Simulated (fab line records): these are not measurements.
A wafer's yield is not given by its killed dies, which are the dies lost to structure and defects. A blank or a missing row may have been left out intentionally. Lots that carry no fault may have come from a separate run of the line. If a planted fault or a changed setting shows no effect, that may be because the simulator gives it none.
What tool caused it? :: flow sfqLine :: route of 325 steps, sampled at 1 step: 14 lots, 42 wafers

== WHAT EACH GAUGE READ, for each wafer ==
No reading from a measuring or inspecting step in the record can be judged against a usual standard deviation.

== TOOL THAT RAN EACH LOT (tool first, then ch and the chambers of the sampled wafers, then the start) ==
lot: L726
SFQ_TRILAYER_M0_BARC_OPEN_METAL_ETCH_031: rieMetal-01 ch 0,1, day 8 12:29

lot: L727
SFQ_TRILAYER_M0_BARC_OPEN_METAL_ETCH_031: rieMetal-02 ch 0,1, day 8 13:41

lot: L729
SFQ_TRILAYER_M0_BARC_OPEN_METAL_ETCH_031: rieMetal-02 ch 0,1, day 9 04:05

lot: L730
SFQ_TRILAYER_M0_BARC_OPEN_METAL_ETCH_031: rieMetal-01 ch 0,1, day 9 08:41

lot: L731
SFQ_TRILAYER_M0_BARC_OPEN_METAL_ETCH_031: rieMetal-03 ch 0,1, day 9 14:41

lot: L732
SFQ_TRILAYER_M0_BARC_OPEN_METAL_ETCH_031: rieMetal-01 ch 0,1, day 10 01:29

lot: L733
SFQ_TRILAYER_M0_BARC_OPEN_METAL_ETCH_031: rieMetal-03 ch 0,1, day 11 00:34

lot: L734
SFQ_TRILAYER_M0_BARC_OPEN_METAL_ETCH_031: rieMetal-01 ch 0,1, day 14 14:52

lot: L737
SFQ_TRILAYER_M0_BARC_OPEN_METAL_ETCH_031: rieMetal-01 ch 0,1, day 15 16:02

lot: L742
SFQ_TRILAYER_M0_BARC_OPEN_METAL_ETCH_031: rieMetal-02 ch 0,1, day 17 05:13

lot: L743
SFQ_TRILAYER_M0_BARC_OPEN_METAL_ETCH_031: rieMetal-02 ch 0,1, day 17 18:19

lot: L744
SFQ_TRILAYER_M0_BARC_OPEN_METAL_ETCH_031: rieMetal-02 ch 0,1, day 17 23:07

lot: L746
SFQ_TRILAYER_M0_BARC_OPEN_METAL_ETCH_031: rieMetal-01 ch 0,1, day 19 01:56

lot: L748
SFQ_TRILAYER_M0_BARC_OPEN_METAL_ETCH_031: rieMetal-01 ch 0,1, day 19 12:44
- SFQ_TRILAYER_M0_BARC_OPEN_METAL_ETCH_031: etches BARC in O2, target depth 125 nm, time 41.7 s.

== WHAT THE TOOLS THEMSELVES READ (means of the sampled wafers that have a number; where no wafer has one, the mark that the record gives instead) ==
SFQ_TRILAYER_M0_BARC_OPEN_METAL_ETCH_031. Usual: biasW 79.95 W, standard deviation 0.24; drypumpMotorCurrentA 5.93 A, standard deviation 0.24; oesProductAu 0.685 a.u., standard deviation 0.0045; rfFwdPowerW 592 W, standard deviation 3.5.
lot: L726
tool: rieMetal-01
biasW (W): 80.09
drypumpMotorCurrentA (A): 6.24
oesProductAu (a.u.): 0.687
rfFwdPowerW (W): 593
flag: 

lot: L727
tool: rieMetal-02
biasW (W): 79.64
drypumpMotorCurrentA (A): 5.72
oesProductAu (a.u.): 0.683
rfFwdPowerW (W): 593
flag: 

lot: L729
tool: rieMetal-02
biasW (W): 79.83
drypumpMotorCurrentA (A): 5.71
oesProductAu (a.u.): 0.685
rfFwdPowerW (W): 593
flag: 

lot: L730
tool: rieMetal-01
biasW (W): 80.04
drypumpMotorCurrentA (A): 6.24
oesProductAu (a.u.): 0.684
rfFwdPowerW (W): 593
flag: 

lot: L731
tool: rieMetal-03
biasW (W): 79.98
drypumpMotorCurrentA (A): 5.92
oesProductAu (a.u.): 0.685
rfFwdPowerW (W): 593
flag: 

lot: L732
tool: rieMetal-01
biasW (W): 79.92
drypumpMotorCurrentA (A): 6.19
oesProductAu (a.u.): 0.684
rfFwdPowerW (W): 592
flag: 

lot: L733
tool: rieMetal-03
biasW (W): 79.90
drypumpMotorCurrentA (A): 5.94
oesProductAu (a.u.): 0.680
rfFwdPowerW (W): 595
flag: 

lot: L734
tool: rieMetal-01
biasW (W): 79.87
drypumpMotorCurrentA (A): 6.26
oesProductAu (a.u.): 0.684
rfFwdPowerW (W): 590
flag: 

lot: L737
tool: rieMetal-01
biasW (W): 79.86
drypumpMotorCurrentA (A): 6.19
oesProductAu (a.u.): 0.683
rfFwdPowerW (W): 591
flag: 

lot: L742
tool: rieMetal-02
biasW (W): 79.71
drypumpMotorCurrentA (A): 5.68
oesProductAu (a.u.): 0.682
rfFwdPowerW (W): 592
flag: 

lot: L743
tool: rieMetal-02
biasW (W): 81.14
drypumpMotorCurrentA (A): 5.73
oesProductAu (a.u.): 0.681
rfFwdPowerW (W): 591
flag: OFF

lot: L744
tool: rieMetal-02
biasW (W): 80.98
drypumpMotorCurrentA (A): 5.71
oesProductAu (a.u.): 0.682
rfFwdPowerW (W): 590
flag: OFF

lot: L746
tool: rieMetal-01
biasW (W): 80.18
drypumpMotorCurrentA (A): 6.22
oesProductAu (a.u.): 0.686
rfFwdPowerW (W): 592
flag: 

lot: L748
tool: rieMetal-01
biasW (W): 80.26
drypumpMotorCurrentA (A): 6.17
oesProductAu (a.u.): 0.681
rfFwdPowerW (W): 592
flag: 

== THE ANSWER, worked out from the rows above alone ==
Rule: lot off if the mean of its wafers having a number is beyond 3 standard deviations from the usual mean. A lot without any number at a reading at which 4 lots or more have one is off too. Any other lot the step has rows for is counted as sound. After the gauges, taken in route order, come the tools' own readings; for these a lot's mean is taken, as printed above. The first step at which some lot is off is used, and at that step the reading that is off furthest; a lot without a number counts as furthest.
Off, at SFQ_TRILAYER_M0_BARC_OPEN_METAL_ETCH_031 on biasW: L743, L744.
A tool fits if, at that step or a process step before it, it ran every lot that is off, and no sound lot after the first of them. One fits: rieMetal-02 at SFQ_TRILAYER_M0_BARC_OPEN_METAL_ETCH_031. Its last sound lot is L742 (day 17 05:13), its first lot that is off L743 (day 17 18:19): a fault that began between those two fits.
The tool's own readings at SFQ_TRILAYER_M0_BARC_OPEN_METAL_ETCH_031 bear it out: on the lots that are off they differ by more than 5 times the standard deviation of the sound lots' means. biasW reads 81.06 W there against 79.94 W on the sound lots.

== WHAT HAD BEEN PUT IN BY THE SIMULATOR ==
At SFQ_TRILAYER_M0_BARC_OPEN_METAL_ETCH_031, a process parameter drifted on rieMetal-02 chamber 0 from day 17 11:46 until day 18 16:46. Setting biasW shifted by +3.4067 from 80. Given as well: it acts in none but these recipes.
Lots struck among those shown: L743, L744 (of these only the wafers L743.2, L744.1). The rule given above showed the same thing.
